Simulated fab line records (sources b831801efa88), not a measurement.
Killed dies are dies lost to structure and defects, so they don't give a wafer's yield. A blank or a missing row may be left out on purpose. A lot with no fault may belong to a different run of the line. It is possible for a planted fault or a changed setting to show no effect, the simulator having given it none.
Problem report in the 8D (eight disciplines) form, filled by code	flow gf180mcu	the parts of the form that need people (team, actions taken, sign-off) are left out

1. WHAT WENT WRONG
A mean of 57.34 W is read at GF_HV_LDD_SOFTBAKE_03 for heater_power_total_W, taken on 1 wafer of 1 lot, against 56.61 W (standard deviation 0.042) on wafers free of any fault. Relative to the usual mean, that is a shift of +17 standard deviations.
The step: time 60 s.
Seen first at day 14 19:56 on litho_track-04, wafer L665.3. Wafers with a number at this step in the record: 38, from 13 lots. Rule for "out" (also "out of limits"): further than 4 standard deviations from the usual mean. The other wafers with a number count as sound.

2. WHAT IT IS; WHAT IT IS NOT
question	is	is not
which readings at this step	heater_power_total_W, run_length_s	-
which lots	L665	L648, L649, L650, L651, L652, L654, L655, L657, L658, L659, L670, L671
which wafers of those lots	L665.3	L665.6
read on which tools	litho_track-04	litho_track-01, litho_track-02
when	from day 14 19:56	up to then (31 sound wafers); but 6 sound wafers of L670, L671 came after

3. THE SUSPECTS, EACH WITH WHAT RULES IT OUT
Counting: if a tool at a process step up to the reading ran every lot that is out, it stays a suspect. Sound lots after the first of them don't rule it out here, since some wafers of a struck lot are sound.
- rie_si-02 at GF_POLY_GATE_ETCH_13 (etches poly-Si in HBr/Cl2, stops on SiO2, target depth 198.5 nm, time 69.6 s): kept. The lot that is out, L665, ran on it at day 14 07:41; the last sound lot it ran before that was L659, at day 12 15:01.
- litho_track-04 at GF_HV_LDD_SOFTBAKE_03 (time 60 s): kept. The lot that is out, L665, ran on it at day 14 19:56; the last sound lot it ran before that was L659, at day 13 02:38. Its own heater_power_total_W, run_length_s readings are out on those wafers.
- At GF_POLY_GATE_ETCH_13 on rie_si-02, chamber 1 took the sound wafers of the same lots and chamber 3 took the wafers that are out.
The count leaves litho_track-04 at GF_HV_LDD_SOFTBAKE_03 and rie_si-02 at GF_POLY_GATE_ETCH_13.

4. THE CAUSE (what the simulator had put in)
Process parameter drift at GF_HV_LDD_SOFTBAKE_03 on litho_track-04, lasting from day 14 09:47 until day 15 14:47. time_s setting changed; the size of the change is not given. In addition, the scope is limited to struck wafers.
Counting leaves 2 suspects; this tool is one of them.

5. SEQUENCE OF EFFECTS, ordered by route
Each row: a reading whose mean over the struck wafers that have a number lies more than 3 standard deviations from the usual. Only readings whose record carries a usual standard deviation are examined. hours: median over the lots of the time between each lot's start at the first step of this table that gives one and its start at this step. sigmas: the change, counted in usual standard deviations.
hours	step	reading	usual	on struck wafers	change	sigmas
0	GF_HV_LDD_SOFTBAKE_03	heater_power_total_W	56.61 W	57.34	+0.73	+17
0	GF_HV_LDD_SOFTBAKE_03	run_length_s	89.08 s	86.85	-2.23	-14
The process steps in it:
- GF_HV_LDD_SOFTBAKE_03: time 60 s.

6. HOW IT WOULD HAVE BEEN CAUGHT EARLIER
10 hours passed between the start of the fault at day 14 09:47 and the first reading out of limits in this record, taken at day 14 19:56.
